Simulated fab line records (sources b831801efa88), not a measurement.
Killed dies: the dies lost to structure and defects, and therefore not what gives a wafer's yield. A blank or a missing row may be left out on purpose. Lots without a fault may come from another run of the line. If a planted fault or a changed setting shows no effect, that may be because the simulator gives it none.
Matching of chambers + flow sky130 + SKY_POLY_GATE_ETCH_17 on rie-si-01 has 4 sister chambers
The step etches poly-Si in HBr/Cl2, stops on SiO2, target depth 180 nm, time 70.5 s. 14 wafers are shown with their chamber, then 7 later ones without.

== WAFERS, EACH WITH ITS CHAMBER ==
| wafer  | chamber | drypump-motor-current-A (A) | throttle-valve-pct (%) | HBr_flow_sccm (sccm) |
|--------|---------|-----------------------------|------------------------|----------------------|
| L993.2 | 3       | 6.0                         | 33.678                 | 150.8                |
| L993.3 | 1       | 5.9                         | 33.682                 | 149.9                |
| L993.6 | 2       | 5.6                         | 33.683                 | 150.8                |
| L995.2 | 1       | 6.0                         | 33.688                 | 150.5                |
| L995.4 | 2       | 5.6                         | 33.679                 | 149.6                |
| L995.5 | 0       | 6.1                         | 33.669                 | 149.9                |
| L106.2 | 0       | 6.1                         | 33.679                 | 150.7                |
| L106.3 | 2       | 5.6                         | 33.695                 | 149.8                |
| L106.4 | 3       | 6.0                         | 33.677                 | 150.9                |
| L107.1 | 0       | 6.0                         | 33.675                 | 149.8                |
| L107.3 | 1       | 5.9                         | 33.686                 | 150.2                |
| L107.6 | 1       | 5.9                         | 33.693                 | 150.7                |
| L109.1 | 1       | 5.9                         | 33.682                 | 149.6                |
| L109.2 | 2       | 5.6                         | 33.690                 | 149.6                |

SIGNATURES (averages over the wafers above)
| reading                 | chamber 0 | chamber 1 | chamber 2 | chamber 3 | scatter within a chamber |
|-------------------------|-----------|-----------|-----------|-----------|--------------------------|
| drypump-motor-current-A | 6.067     | 5.920     | 5.600     | 6.000     | 0.0383                   |
| throttle-valve-pct      | 33.67433  | 33.68620  | 33.68675  | 33.67750  | 0.00537                  |
| HBr_flow_sccm           | 150.133   | 150.180   | 149.950   | 150.850   | 0.476                    |
Rule: for each reading, subtract the chamber's mean from the wafer's reading, divide by that reading's scatter and square the result; add these up over the readings and take the root, which gives the wafer's distance from the chamber. The wafer belongs to the nearest chamber; if the next one is less than 2 further off, it can't be placed. The scatter: the root of (the sum of the squares of (reading less its chamber's mean) over the shown wafers, divided by (wafers less chambers)).

== WAFERS WITHOUT THEIR CHAMBER ==
| wafer  | drypump-motor-current-A (A) | throttle-valve-pct (%) | HBr_flow_sccm (sccm) |
|--------|-----------------------------|------------------------|----------------------|
| L109.6 | 5.6                         | 33.683                 | 150.0                |
| L114.1 | 5.9                         | 33.703                 | 150.5                |
| L114.2 | 5.6                         | 33.691                 | 150.4                |
| L114.5 | 5.9                         | 33.677                 | 150.0                |
| L116.2 | 6.1                         | 33.686                 | 150.1                |
| L116.3 | 6.1                         | 33.692                 | 150.8                |
| L116.5 | 6.1                         | 33.672                 | 150.2                |

== WHICH CHAMBER EACH ONE RAN IN ==
| wafer  | from the rows above          | in truth |
|--------|------------------------------|----------|
| L109.6 | 2                            | 2        |
| L114.1 | 1                            | 1        |
| L114.2 | 2                            | 2        |
| L114.5 | can't be placed: 1 or 3      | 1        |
| L116.2 | can't be placed: 0 or 3      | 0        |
| L116.3 | can't be placed: 0 or 3 or 1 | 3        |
| L116.5 | 0                            | 0        |
Correct placement for 4 of the 7. These rows do not allow placing 3 (true chamber among the candidates in 3). Wrongly placed: 0.
